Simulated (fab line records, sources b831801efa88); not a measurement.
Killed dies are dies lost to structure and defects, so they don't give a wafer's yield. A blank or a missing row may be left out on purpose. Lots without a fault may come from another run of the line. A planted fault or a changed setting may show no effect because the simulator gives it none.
fab line records | flow sky130
record lots=6 wafers=18 last_day=49
route steps=708 shown SONOS_ONO@176 GATE_OXIDE@187 POLY_GATE@204 PAD_OPEN@708
lots that met no fault: from a run of the same line without faults
start_h: hours from the record's first day to the start of the lot's first wafer shown | wait_h: hours since the lot's step before | " the same as in the row above | L1.1+2: a row that stands for several wafers | - no value, or no start given | * or withheld: withheld | < > ~ a bound
route shown NAME@n: a module of which the file shows steps, and the number in the route of the first | usual: mean/standard deviation of fault-free wafers | same: alike in all rows | chamber/n: place in a boat | sites: the reading at each site | _std_site: their standard deviation | _edge_site: outer sites' mean less inner sites' | radius_mm: how far each site lies from the wafer's centre | mask NAME#n: copy n | behind: the tool/chamber that last shaped the wafer | hold: why the lot was held/for how many hours/how that ended | device: the transistor (n, p or np) that didn't switch | end of line: the same wafers' tests at the end of the route | a step without rows: its recipe alone | killed: dies lost to structure and defects at the first sort, not the wafer's yield | map: a wafer's dies, x killed, . not, _ none there
set.NAME: the setting as run; set.NAME@STEP: as run at that earlier step | model.NAME: the simulator's own value behind a step, which no gauge read
lots at some steps of the route; a table a step, a row a wafer
services: from which hour (start_h, from the record's first day; less than 0 if before it) a tool's chamber was out of use, for how many hours, and why
## steps
# step SKY_SONOS_ONO_COAT_08
# recipe resist=NOVOLAK spin_rpm=3000 resist_thk_nm=1140
# step SKY_SONOS_ONO_SOFTBAKE_09
# recipe temp_c=90 time_s=60 resist=NOVOLAK
# step SKY_SONOS_ONO_EXPOSE_10
# recipe mask_id=ONOM target_cd_nm=410 na=0.6 source_shape=conventional sigma_outer=0.6 dose_mj=150
# step SKY_SONOS_ONO_PEB_11
# recipe temp_c=withheld time_s=* resist=NOVOLAK
# step SKY_SONOS_ONO_DEVELOP_12
# recipe develop_time_s=60 dev_temp_c=23
# step SKY_SONOS_ONO_CD_MEAS_13
# recipe target_cd_nm=410
# usual cd_nm=410.6/2.7
# columns lot.wafer tool chamber start_h wait_h cd_nm
L880.2 cd_sem-01 - 319.66 0.1 406.7
L880.5 " - " " 407.8
L880.6 " - " " 407.4
L878.2 cd_sem-02 - 326.82 0.1 411.1
L878.3 " - " " 411.5
L878.6 " - " " 410.4
L881.1 cd_sem-02 - 340.00 0.1 416.0
L881.2 " - " " 415.0
L881.3 " - " " 415.2
L886.3 cd_sem-02 - 372.34 0.1 411.8
L886.5 " - " " 412.8
L886.6 " - " " 412.1
L889.1 cd_sem-01 - 396.65 0.1 409.4
L889.2 " - " " 409.8
L889.5 " - " " 411.5
L891.4 cd_sem-01 - 411.96 0.1 410.6
L891.5 " - " " 409.8
L891.6 " - " " 409.7
# step SKY_SONOS_ONO_OVL_MEAS_14
# usual SONOS_ONO_OVL=2.2/1.2
# columns lot.wafer tool chamber start_h wait_h SONOS_ONO_OVL[nm]
L880.2 overlay-02 - 319.77 0.1 0.7
L880.5 " - " " 2.3
L880.6 " - " " 2.0
L878.2 overlay-01 - 326.92 0.1 1.6
L878.3 " - " " 4.2
L878.6 " - " " 2.8
L881.1 overlay-02 - 340.12 0.1 3.1
L881.2 " - " " 2.0
L881.3 " - " " 2.0
L886.3 overlay-01 - 372.43 0.1 0.9
L886.5 " - " " 1.0
L886.6 " - " " 1.2
L889.1 overlay-02 - 396.77 0.1 1.0
L889.2 " - " " 1.3
L889.5 " - " " 2.9
L891.4 overlay-02 - 412.04 0.1 2.6
L891.5 " - " " 4.1
L891.6 " - " " 2.8
# step SKY_SONOS_ONO_ETCH_15
# recipe target_depth_nm=19.52 chemistry=CHF3/O2 source_w=600 bias_w=200 pressure_mtorr=40 chf3_flow_sccm=50 O2_flow_sccm=5 time_s=7.8
# usual bias_w=200.0/0.59 drypump_motor_current_A=5.9/0.38 oes_product_au=0.998/0.013 rf_fwd_power_W=586.9/2.6 throttle_valve_pct=8.823/0.0094
# columns lot.wafer tool chamber start_h wait_h bias_w drypump_motor_current_A oes_product_au rf_fwd_power_W rf_hours_counter_h throttle_valve_pct
L880.2 rie_diel-04 3 319.80 0.0 199.4 6.0 0.978 584.6 43 8.822
L880.5 " 1 " " 199.6 5.4 0.992 590.5 - 8.832
L880.6 " 2 " " 200.6 6.2 0.993 588.6 - 8.821
L878.2 rie_diel-03 3 326.95 0.0 200.1 6.4 0.990 586.5 109 8.820
L878.3 " 2 " " 200.4 6.4 0.997 589.0 45 8.836
L878.6 " 0 " " 198.9 6.1 1.011 587.7 - 8.835
L881.1 rie_diel-03 1 340.15 0.0 199.8 5.9 1.027 586.7 12 8.831
L881.2 " 0 " " 200.5 6.1 1.008 585.4 3 8.837
L881.3 " 3 " " 200.0 6.3 0.990 585.6 109 8.815
L886.3 rie_diel-02 3 372.45 0.0 200.6 5.7 1.001 586.1 98 8.825
L886.5 " 0 " " 200.5 5.8 0.996 588.8 - 8.830
L886.6 " 3 " " 200.5 5.7 0.993 586.5 - 8.815
L889.1 rie_diel-04 2 396.80 0.0 200.3 6.2 0.997 583.5 43 8.828
L889.2 " 1 " " 199.5 5.4 1.009 586.0 8 8.817
L889.5 " 2 " " 199.7 6.2 0.997 582.6 - 8.804
L891.4 rie_diel-03 2 412.05 0.0 199.8 6.5 0.998 587.6 46 8.810
L891.5 " 1 " " 199.8 5.9 1.017 583.3 - 8.834
L891.6 " 2 " " 198.7 6.5 0.996 593.2 - 8.820
# step SKY_SONOS_ONO_WET_ETCH_16
# recipe chemistry=dHF target_depth_nm=14 dry=n2_spin target=SiO2 dilution=100:1 temp_c=25 time_s=273.5
# step SKY_SONOS_ONO_STRIP_17
# recipe chemistry=O2/N2 power_w=1400 pressure_mtorr=1500 platen_temp_c=withheld o2_flow_sccm=3000 n2_flow_sccm=300 overash_fraction=0.5
# usual drypump_motor_current_A=5.7/0.32 oes_product_au=0.710/0.0048 strip_time_to_endpoint_s=14.117/0.03
# same overash_fraction=0.5
# columns lot.wafer tool chamber start_h wait_h drypump_motor_current_A oes_product_au rf_hours_counter_h strip_time_to_endpoint_s
L880.2 plasma_asher-01 0 319.90 0.0 5.7 0.708 66 14.142
L880.5 " 1 " " 6.3 0.715 - 14.124
L880.6 " 0 " " 5.7 0.712 - 14.167
L878.2 plasma_asher-03 0 327.06 0.0 5.5 0.709 49 14.106
L878.3 " 1 " " 5.6 0.711 - 14.106
L878.6 " 1 " " 5.6 0.717 - 14.082
L881.1 plasma_asher-01 1 340.26 0.0 6.3 0.706 68 14.143
L881.2 " 0 " " 5.7 0.706 68 14.139
L881.3 " 0 " " 5.7 0.711 - 14.139
L886.3 plasma_asher-01 0 372.59 0.0 5.7 0.705 - 14.163
L886.5 " 0 " " 5.7 0.705 - 14.169
L886.6 " 1 " " 6.3 0.704 - 14.152
L889.1 plasma_asher-02 0 396.91 0.0 5.4 0.715 27 14.091
L889.2 " 1 " " 6.1 0.714 27 14.156
L889.5 " 0 " " 5.4 0.710 - 14.171
L891.4 plasma_asher-01 1 412.19 0.0 6.3 0.713 - 14.140
L891.5 " 0 " " 5.7 0.707 - 14.117
L891.6 " 1 " " 6.3 0.714 - 14.137
# step SKY_SONOS_ONO_WET_ETCH_18
# recipe chemistry=H3PO4 target_depth_nm=15 target=Si3N4 temp_c=160 time_s=172
# step SKY_GATE_OXIDE_CLEAN_00
# recipe chemistry=SC1/SC2 mix=1:4:20 temp_c=70 time_s=150 dry=n2_spin
# step SKY_GATE_OXIDE_OXIDATION_01
# recipe temp_c=900 ambient=O2 stabilise_s=600 purge_s=300 target_thk_a=102.68 ox_time_s=1473
# usual zone_power_centre_pct=19.65/0.29
# columns lot.wafer tool chamber start_h wait_h zone_power_centre_pct
L880.2 furnace-02 0 320.56 0.4 19.82
L880.5 " 0 " " 19.68
L880.6 " 0 " " 19.83
L880.2 furnace-01 0 322.74 0.8 19.30
L880.5 " 0 " " 19.43
L880.6 " 0 " " 19.40
L878.2 furnace-02 0 327.37 0.1 19.90
L878.3 " 0 " " 19.88
L878.6 " 0 " " 20.04
L881.1 furnace-02 0 340.70 0.2 19.75
L881.2 " 0 " " 20.12
L881.3 " 0 " " 19.82
L886.3 furnace-02 0 374.42 1.6 19.97
L886.5 " 0 " " 20.01
L886.6 " 0 " " 19.72
L886.3 furnace-02 0 377.36 1.5 19.66
L886.5 " 0 " " 19.78
L886.6 " 0 " " 19.61
L889.1 furnace-01 0 397.88 0.8 19.47
L889.2 " 0 " " 19.56
L889.5 " 0 " " 19.55
L891.4 furnace-01 0 414.14 1.8 19.33
L891.5 " 0 " " 19.32
L891.6 " 0 " " 19.24
# step SKY_GATE_OXIDE_THK_MEAS_02
# recipe reads=SiO2_of_GATE_OXIDE_OXIDATION_01
# usual GATE_OXIDE_OXIDATION_00_THK=10.18/0.19
# columns lot.wafer tool chamber start_h wait_h GATE_OXIDE_OXIDATION_00_THK[nm]
L880.2 film_metro-03 - 324.16 0.0 16.20
L880.5 " - " " 16.17
L880.6 " - " " 16.50
L880.2 film_metro-03 - 324.39 0.2 16.18
L880.5 " - " " 16.22
L880.6 " - " " 16.43
L878.2 film_metro-03 - 328.79 0.0 10.18
L878.3 " - " " 10.03
L878.6 " - " " 10.19
L881.1 film_metro-02 - 342.11 0.0 10.25
L881.2 " - " " 10.19
L881.3 " - " " 10.06
L886.3 film_metro-02 - 378.79 0.0 16.40
L886.5 " - " " 16.10
L886.6 " - " " 16.38
L886.3 film_metro-02 - 379.01 0.2 16.47
L886.5 " - " " 16.09
L886.6 " - " " 16.29
L889.1 film_metro-01 - 399.29 0.0 10.26
L889.2 " - " " 10.39
L889.5 " - " " 10.31
L891.4 film_metro-03 - 415.58 0.0 10.48
L891.5 " - " " 10.50
L891.6 " - " " 10.68
# step SKY_GATE_OXIDE_DEHYDRATE_03
# recipe temp_c=200 time_s=60
# step SKY_GATE_OXIDE_HMDS_04
# recipe prime_time_s=60 prime_temp_c=120
# step SKY_GATE_OXIDE_COAT_05
# recipe resist=NOVOLAK spin_rpm=3000 resist_thk_nm=1140
# step SKY_GATE_OXIDE_SOFTBAKE_06
# recipe temp_c=90 time_s=60 resist=NOVOLAK
# step SKY_GATE_OXIDE_EXPOSE_07
# recipe mask_id=LVOM na=0.6 source_shape=conventional sigma_outer=0.6 polarization=unpolarized target_cd_nm=600 dose_mj=170
# step SKY_GATE_OXIDE_PEB_08
# recipe temp_c=withheld time_s=* resist=NOVOLAK
# step SKY_GATE_OXIDE_DEVELOP_09
# recipe resist=NOVOLAK developer=TMAH develop_time_s=60 dev_temp_c=23
# step SKY_GATE_OXIDE_OVL_MEAS_10
# usual GATE_OXIDE_OVL=0.5/1.5
# columns lot.wafer tool chamber start_h wait_h GATE_OXIDE_OVL[nm]
L880.2 overlay-01 - 350.11 0.1 -0.6
L880.5 " - " " -1.9
L880.6 " - " " 0.5
L878.2 overlay-01 - 356.81 0.1 0.6
L878.3 " - " " 0.5
L878.6 " - " " 1.6
L881.1 overlay-01 - 370.29 0.1 -0.1
L881.2 " - " " -2.3
L881.3 " - " " 0.0
L886.3 overlay-02 - 403.86 0.1 -0.8
L886.5 " - " " 1.6
L886.6 " - " " 0.3
L889.1 overlay-02 - 428.80 0.1 2.8
L889.2 " - " " 2.0
L889.5 " - " " 0.5
L891.4 overlay-02 - 445.37 0.1 1.4
L891.5 " - " " 2.8
L891.6 " - " " 2.0
# step SKY_GATE_OXIDE_IMPLANT_11
# recipe species=B energy_kev=10 dose_cm2=2.6e+12 tilt_deg=withheld
# step SKY_GATE_OXIDE_WET_ETCH_12
# recipe chemistry=dHF target_depth_nm=16.8 dry=n2_spin target=SiO2 dilution=100:1 temp_c=25 time_s=336
# step SKY_GATE_OXIDE_STRIP_13
# recipe chemistry=O2/N2 power_w=1400 pressure_mtorr=1500 platen_temp_c=withheld o2_flow_sccm=3000 n2_flow_sccm=300 overash_fraction=0.5
# usual drypump_motor_current_A=5.9/0.48 oes_product_au=0.716/0.0046 strip_time_to_endpoint_s=14.18/0.043
# same overash_fraction=0.5
# columns lot.wafer tool chamber start_h wait_h drypump_motor_current_A oes_product_au rf_hours_counter_h strip_time_to_endpoint_s
L880.2 plasma_asher-02 0 350.39 0.0 5.4 0.710 23 14.23
L880.5 " 0 " " 5.4 0.716 - 14.22
L880.6 " 1 " " 6.0 0.722 - 14.24
L878.2 plasma_asher-02 1 357.09 0.0 6.0 0.715 24 14.13
L878.3 " 1 " " 6.0 0.714 - 14.15
L878.6 " 1 " " 6.0 0.719 - 14.15
L881.1 plasma_asher-02 1 370.58 0.0 6.0 0.712 25 14.19
L881.2 " 0 " " 5.4 0.719 25 14.19
L881.3 " 1 " " 6.0 0.720 - 14.18
L886.3 plasma_asher-04 0 404.19 0.0 6.3 0.726 - 14.20
L886.5 " 1 " " 6.8 0.717 - 14.19
L886.6 " 0 " " 6.3 0.718 - 14.17
L889.1 plasma_asher-02 0 429.09 0.0 5.4 0.718 30 14.07
L889.2 " 1 " " 6.0 0.715 30 14.10
L889.5 " 1 " " 6.1 0.711 - 14.08
L891.4 plasma_asher-04 0 445.67 0.0 6.3 0.721 - 14.18
L891.5 " 1 " " 6.8 0.709 - 14.18
L891.6 " 0 " " 6.3 0.710 - 14.18
# step SKY_GATE_OXIDE_TW_MEAS_14
# usual GATE_OXIDE_TW=225.4/2.4
# columns lot.wafer tool chamber start_h wait_h GATE_OXIDE_TW
L880.2 film_metro-02 - 350.50 0.1 228.5
L880.5 " - " " 229.0
L880.6 " - " " 229.3
L880.2 film_metro-02 - 350.73 0.2 229.4
L880.5 " - " " 228.8
L880.6 " - " " 228.6
L878.2 film_metro-02 - 357.20 0.1 228.9
L878.3 " - " " 228.7
L878.6 " - " " 228.1
L881.1 film_metro-01 - 370.68 0.1 224.5
L881.2 " - " " 224.1
L881.3 " - " " 224.0
L886.3 film_metro-01 - 404.28 0.1 224.6
L886.5 " - " " 224.4
L886.6 " - " " 223.9
L886.3 film_metro-01 - 404.51 0.2 223.3
L886.5 " - " " 223.4
L886.6 " - " " 224.9
L889.1 film_metro-02 - 429.19 0.1 230.8
L889.2 " - " " 227.9
L889.5 " - " " 228.5
L891.4 film_metro-01 - 445.77 0.1 223.5
L891.5 " - " " 225.1
L891.6 " - " " 224.6
# step SKY_GATE_OXIDE_CLEAN_15
# recipe chemistry=SC1/SC2 mix=1:4:20 temp_c=70 time_s=150 dry=n2_spin
# columns lot.wafer tool chamber start_h wait_h model.SiO2_of_GATE_OXIDE_OXIDATION_01.thk_nm
L880.2 wet_bench-01 0 354.48 3.7 15.84
L880.5 " 0 " " 15.82
L880.6 " 0 " " 16.15
L878.2 wet_bench-04 0 357.25 0.0 9.821
L878.3 " 0 " " 9.714
L878.6 " 0 " " 9.91
L881.1 wet_bench-04 2 370.74 0.1 9.884
L881.2 " 2 " " 9.847
L881.3 " 2 " " 9.714
L886.3 wet_bench-03 3 405.31 0.8 16.14
L886.5 " 3 " " 15.73
L886.6 " 3 " " 16.02
L889.1 wet_bench-04 3 429.25 0.1 9.914
L889.2 " 3 " " 10.01
L889.5 " 3 " " 9.984
L891.4 wet_bench-01 2 445.80 0.0 10.19
L891.5 " 2 " " 10.17
L891.6 " 2 " " 10.31
# step SKY_GATE_OXIDE_OXIDATION_16
# recipe temp_c=800 ambient=O2 idle_temp_c=700 ramp_up_c_per_min=10 ramp_down_c_per_min=3 stabilise_s=600 purge_s=300 target_thk_a=35.7 ox_time_s=1915
# usual zone_power_centre_pct=15.29/0.24
# columns lot.wafer tool chamber start_h wait_h zone_power_centre_pct model.SiO2_of_GATE_OXIDE_OXIDATION_01.thk_nm
L880.2 furnace-01 0 354.65 0.1 15.20 17.16
L880.5 " 0 " " 14.97 17.15
L880.6 " 0 " " 14.99 17.45
L878.2 furnace-01 0 359.19 1.9 15.16 11.51
L878.3 " 0 " " 15.23 11.41
L878.6 " 0 " " 15.26 11.56
L881.1 furnace-02 0 371.39 0.6 15.54 11.57
L881.2 " 0 " " 15.67 11.52
L881.3 " 0 " " 15.63 11.4
L886.3 furnace-01 0 405.90 0.5 15.24 17.5
L886.5 " 0 " " 15.29 17.12
L886.6 " 0 " " 15.17 17.37
L889.1 furnace-01 0 429.64 0.3 15.25 11.63
L889.2 " 0 " " 14.97 11.73
L889.5 " 0 " " 15.47 11.69
L891.4 furnace-01 0 446.44 0.6 15.17 11.86
L891.5 " 0 " " 15.36 11.86
L891.6 " 0 " " 15.26 11.98
# step SKY_POLY_GATE_CVD_00
# recipe material=poly-Si target_thk_nm=180 temp_c=620 time_s=720 pressure_mtorr=200
# step SKY_PAD_OPEN_PROBE_99
# usual killed_at_M0_to_M3=44/6.7 killed_at_M4_up=3.1/1.8 killed_at_contacts=24/5.1 killed_at_front_end=16/4.7 killed_at_other=0.3/0.59 killed_dies=88/9.6 killed_on_rim=17/3.8 killed_open=48/7.3 killed_short=39/6.5
# same gross_dies=492 killed_at_back_side=0
# columns lot.wafer tool chamber start_h wait_h killed_at_M0_to_M3 killed_at_M4_up killed_at_contacts killed_at_front_end killed_at_other killed_dies killed_on_rim killed_open killed_short model.etest.nfet_16v.r_on_ohm_um model.etest.tip_sonos.rs_ohm_sq model.etest.pfet_16v.r_on_ohm_um model.etest.pfet_g5v0d10v5.r_on_ohm_um model.etest.nfet_g5v0d10v5.r_on_ohm_um model.etest.tip_p.rs_ohm_sq model.etest.nfet_g5v0d10v5.drive_ua_um model.etest.nfet_05v0_nvt.drive_ua_um
L880.2 prober-02 - 1105.82 0.1 36 5 26 18 1 86 16 46 40 1.717e+04 5051 1.678e+04 6216 2423 7059 405.4 395.5
L880.5 prober-02 - 1105.97 0.2 40 1 18 17 1 77 18 38 39 1.721e+04 4857 1.678e+04 6156 2416 7005 406.3 397.7
L880.6 prober-02 - 1106.02 0.2 37 2 20 23 2 84 20 48 34 1.723e+04 5162 1.664e+04 6204 2427 7040 399.3 388.6
L878.2 prober-01 - 1111.43 0.1 36 3 27 15 0 81 15 43 38 1.396e+04 2595 1.492e+04 4778 1882 6800 608.8 574.2
L878.3 prober-01 - 1111.48 0.2 55 3 25 16 1 100 19 55 45 1.395e+04 2619 1.463e+04 4825 1910 6788 606.6 581.2
L878.6 prober-01 - 1111.63 0.2 49 5 30 18 0 102 16 49 53 1.402e+04 2666 1.5e+04 4779 1903 6824 601.6 577
L881.1 prober-01 - 1121.46 0.1 50 1 28 25 0 104 20 55 48 1.383e+04 2691 1.472e+04 4768 1878 6859 611.5 576.8
L881.2 prober-01 - 1121.51 0.1 47 2 22 20 0 91 18 55 35 1.384e+04 2698 1.498e+04 4788 1928 6902 605.9 575.2
L881.3 prober-01 - 1121.56 0.2 51 3 31 27 0 112 20 64 48 1.386e+04 2681 1.501e+04 4763 1884 6932 613.8 583.5
L886.3 prober-01 - 1142.76 0.2 40 2 35 11 0 88 20 50 38 1.758e+04 5049 1.673e+04 6093 2415 7125 397.9 388.6
L886.5 prober-01 - 1142.86 0.2 38 1 29 23 2 93 20 53 38 1.747e+04 4759 1.678e+04 6132 2408 7168 409.1 395.7
L886.6 prober-01 - 1142.91 0.2 38 4 20 21 0 83 17 37 44 1.752e+04 4880 1.704e+04 6066 2393 7164 400.2 390.5
L889.1 prober-02 - 1158.21 0.1 50 1 33 21 0 105 20 49 56 1.414e+04 2657 1.469e+04 4787 1903 6858 600.3 566.7
L889.2 prober-02 - 1158.26 0.1 41 1 32 16 1 91 17 47 44 1.419e+04 2674 1.486e+04 4810 1909 6830 596.9 563.8
L889.5 prober-02 - 1158.41 0.2 47 2 35 6 0 90 13 60 30 1.406e+04 2657 1.471e+04 4737 1913 6806 596.9 569.5
L891.4 prober-02 - 1164.67 0.2 42 1 19 17 1 80 17 30 49 1.413e+04 2718 1.518e+04 4825 1897 6875 590.9 563.7
L891.5 prober-02 - 1164.72 0.2 45 1 19 14 1 80 22 41 38 1.416e+04 2744 1.504e+04 4858 1904 6876 584.9 558.1
L891.6 prober-02 - 1164.77 0.2 32 5 14 22 1 74 10 39 34 1.424e+04 2779 1.502e+04 4837 1909 6887 590 556.6
# killed by level:class
L880.2 CONTACT:geometric_particle:open=12 LI_CONTACT:geometric_particle:open=9 POLY_GATE:geometric_particle:short=7 VIA2:geometric_particle:open=7 VIA1:geometric_particle:open=7 METAL4:geometric_particle:short=5 METAL1:geometric_particle:short=4 METAL2:geometric_particle:short=4
L880.5 VIA1:geometric_particle:open=8 CONTACT:geometric_particle:open=6 VIA3:geometric_particle:open=6 FIELD_ISO:geometric_particle:short=5 VIA1:geometric_particle:short=5 VIA2:geometric_particle:short=5 METAL1:geometric_particle:short=4 VIA2:geometric_particle:open=4
L880.6 VIA1:geometric_particle:open=9 FIELD_ISO:geometric_particle:short=8 LI_CONTACT:geometric_particle:open=8 VIA3:geometric_particle:open=7 FIELD_ISO:geometric_particle:open=6 VIA2:geometric_particle:open=6 CONTACT:geometric_particle:short=5 CONTACT:geometric_particle:open=5
L878.2 CONTACT:geometric_particle:open=16 VIA2:geometric_particle:open=7 LI_CONTACT:geometric_particle:open=6 POLY_GATE:geometric_particle:short=5 METAL2:geometric_particle:short=5 VIA2:geometric_particle:short=4 METAL1:geometric_particle:short=4 VIA1:geometric_particle:open=4
L878.3 VIA3:geometric_particle:open=11 VIA2:geometric_particle:open=8 METAL2:geometric_particle:short=8 CONTACT:geometric_particle:short=7 VIA1:geometric_particle:open=7 CONTACT:geometric_particle:open=6 METAL1:geometric_particle:short=6 LI_CONTACT:geometric_particle:open=5
L878.6 VIA1:geometric_particle:open=13 METAL2:geometric_particle:short=10 LI_CONTACT:geometric_particle:open=7 CONTACT:geometric_particle:short=7 CONTACT:geometric_particle:open=6 METAL1:geometric_particle:short=6 VIA2:geometric_particle:open=6 POLY_GATE:geometric_particle:open=5
L881.1 VIA1:geometric_particle:open=16 CONTACT:geometric_particle:open=10 VIA3:geometric_particle:open=9 POLY_GATE:geometric_particle:open=8 CONTACT:geometric_particle:short=7 METAL1:geometric_particle:short=6 METAL3:geometric_particle:short=6 FIELD_ISO:geometric_particle:short=5
L881.2 VIA1:geometric_particle:open=12 CONTACT:geometric_particle:open=8 VIA3:geometric_particle:open=8 LI_CONTACT:geometric_particle:open=7 FIELD_ISO:geometric_particle:short=6 METAL2:geometric_particle:short=6 FIELD_ISO:geometric_particle:open=5 VIA1:geometric_particle:short=5
L881.3 CONTACT:geometric_particle:open=10 VIA1:geometric_particle:open=10 VIA3:geometric_particle:open=9 FIELD_ISO:geometric_particle:open=8 POLY_GATE:geometric_particle:open=8 METAL1:geometric_particle:short=7 LOCAL_INTERCONNECT:geometric_particle:short=7 VIA1:geometric_particle:short=7
L886.3 VIA1:geometric_particle:open=13 CONTACT:geometric_particle:open=12 LI_CONTACT:geometric_particle:open=9 CONTACT:geometric_particle:short=6 METAL1:geometric_particle:short=5 VIA1:geometric_particle:short=5 LOCAL_INTERCONNECT:geometric_particle:short=4 METAL2:geometric_particle:short=4
L886.5 CONTACT:geometric_particle:open=12 VIA1:geometric_particle:open=12 VIA3:geometric_particle:open=9 FIELD_ISO:geometric_particle:short=7 LI_CONTACT:geometric_particle:open=7 POLY_GATE:geometric_particle:short=6 LOCAL_INTERCONNECT:geometric_particle:short=5 METAL3:geometric_particle:short=3
L886.6 VIA1:geometric_particle:open=8 LI_CONTACT:geometric_particle:open=7 METAL2:geometric_particle:short=6 FIELD_ISO:geometric_particle:short=5 FIELD_ISO:geometric_particle:open=5 CONTACT:geometric_particle:short=5 VIA3:geometric_particle:open=4 VIA2:geometric_particle:open=4
L889.1 METAL1:geometric_particle:short=10 LI_CONTACT:geometric_particle:open=10 LOCAL_INTERCONNECT:geometric_particle:short=8 CONTACT:geometric_particle:open=7 VIA1:geometric_particle:open=7 VIA3:geometric_particle:open=7 POLY_GATE:geometric_particle:short=6 METAL1:geometric_particle:open=6
L889.2 CONTACT:geometric_particle:open=12 VIA1:geometric_particle:open=11 CONTACT:geometric_particle:short=7 LI_CONTACT:geometric_particle:open=6 VIA1:geometric_particle:short=6 FIELD_ISO:geometric_particle:open=5 LI_CONTACT:geometric_particle:short=4 METAL2:geometric_particle:open=4
L889.5 CONTACT:geometric_particle:open=22 VIA1:geometric_particle:open=12 LI_CONTACT:geometric_particle:open=8 VIA1:geometric_particle:short=6 VIA3:geometric_particle:open=6 VIA2:geometric_particle:open=5 POLY_GATE:geometric_particle:short=4 METAL2:geometric_particle:short=4
L891.4 VIA2:geometric_particle:short=8 CONTACT:geometric_particle:short=6 CONTACT:geometric_particle:open=6 METAL2:geometric_particle:short=6 VIA1:geometric_particle:short=5 VIA1:geometric_particle:open=5 SONOS_ONO:geometric_particle:short=4 METAL1:geometric_particle:short=4
L891.5 LI_CONTACT:geometric_particle:open=7 METAL1:geometric_particle:open=6 VIA1:geometric_particle:open=6 CONTACT:geometric_particle:open=5 SPACER:geometric_particle:short=5 METAL1:geometric_particle:short=5 VIA1:geometric_particle:short=5 VIA2:geometric_particle:open=5
L891.6 FIELD_ISO:geometric_particle:open=7 VIA1:geometric_particle:open=7 FIELD_ISO:geometric_particle:short=6 CONTACT:geometric_particle:open=6 VIA1:geometric_particle:short=5 VIA3:geometric_particle:open=5 VIA2:geometric_particle:open=5 VIA3:geometric_particle:short=4
## services
# columns tool chamber start_h hours kind
wet_bench-01 - 300.03 18.2 repair
furnace-01 - 301.63 4.8 pm
rie_diel-02 2 303.32 5.3 repair
rie_diel-02 1 317.51 8.3 repair
plasma_asher-04 - 327.60 3.5 repair
rie_diel-03 1 331.30 7.9 repair
plasma_asher-04 - 334.54 1.7 repair
plasma_asher-04 - 347.88 11.7 repair
rie_diel-03 3 351.30 8.2 repair
wet_bench-01 - 378.60 4.5 repair
plasma_asher-02 - 382.76 7.7 repair
rie_diel-03 3 392.57 - clean
rie_diel-03 3 392.57 16.4 scheduled_down
rie_diel-03 3 392.57 16.4 vent_cycle
furnace-02 - 415.92 4.7 pm
wet_bench-03 - 419.56 1.7 repair
plasma_asher-01 - 421.25 9.0 pm
plasma_asher-01 0 421.25 9.0 vent_cycle
plasma_asher-01 1 421.25 9.0 vent_cycle
plasma_asher-01 0 430.25 - clean
plasma_asher-01 1 430.25 - clean
rie_diel-02 3 433.31 3.9 repair
wet_bench-03 - 437.92 1.9 repair
## key
first_sign step=SKY_GATE_OXIDE_OXIDATION_01 reading=visit direction=added
effect step=SKY_GATE_OXIDE_THK_MEAS_02 reading=visit direction=added
effect step=SKY_GATE_OXIDE_THK_MEAS_02 reading=GATE_OXIDE_OXIDATION_00_THK direction=up sigmas=32 usual=10.18 struck=16.29
effect step=SKY_GATE_OXIDE_TW_MEAS_14 reading=visit direction=added
model_effect step=SKY_GATE_OXIDE_CLEAN_15 value=SiO2_of_GATE_OXIDE_OXIDATION_01.thk_nm without=9.807 struck=15.95
model_effect step=SKY_GATE_OXIDE_OXIDATION_16 value=SiO2_of_GATE_OXIDE_OXIDATION_01.thk_nm without=11.53 struck=17.29
model_effect step=SKY_PAD_OPEN_PROBE_99 value=etest.nfet_16v.r_on_ohm_um without=1.418e+04 struck=1.736e+04
met_at SKY_GATE_OXIDE_OXIDATION_01
struck_wafers L880.2,L880.5,L880.6,L886.3,L886.5,L886.6
tester_left_out L880,L886
fault kind=repeated_step_whole tool=furnace-01,furnace-02 chamber=- onset_h=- steps=SKY_GATE_OXIDE_OXIDATION_01 times=1 scope=struck_lots_only
# tester_left_out: of these lots the tester's yield and bins aren't shown, on N5 and GAA mostly nor the transistor test; their killed dies are dies lost to structure and defects alone, not to doping, threshold or leakage, so they don't give the yield
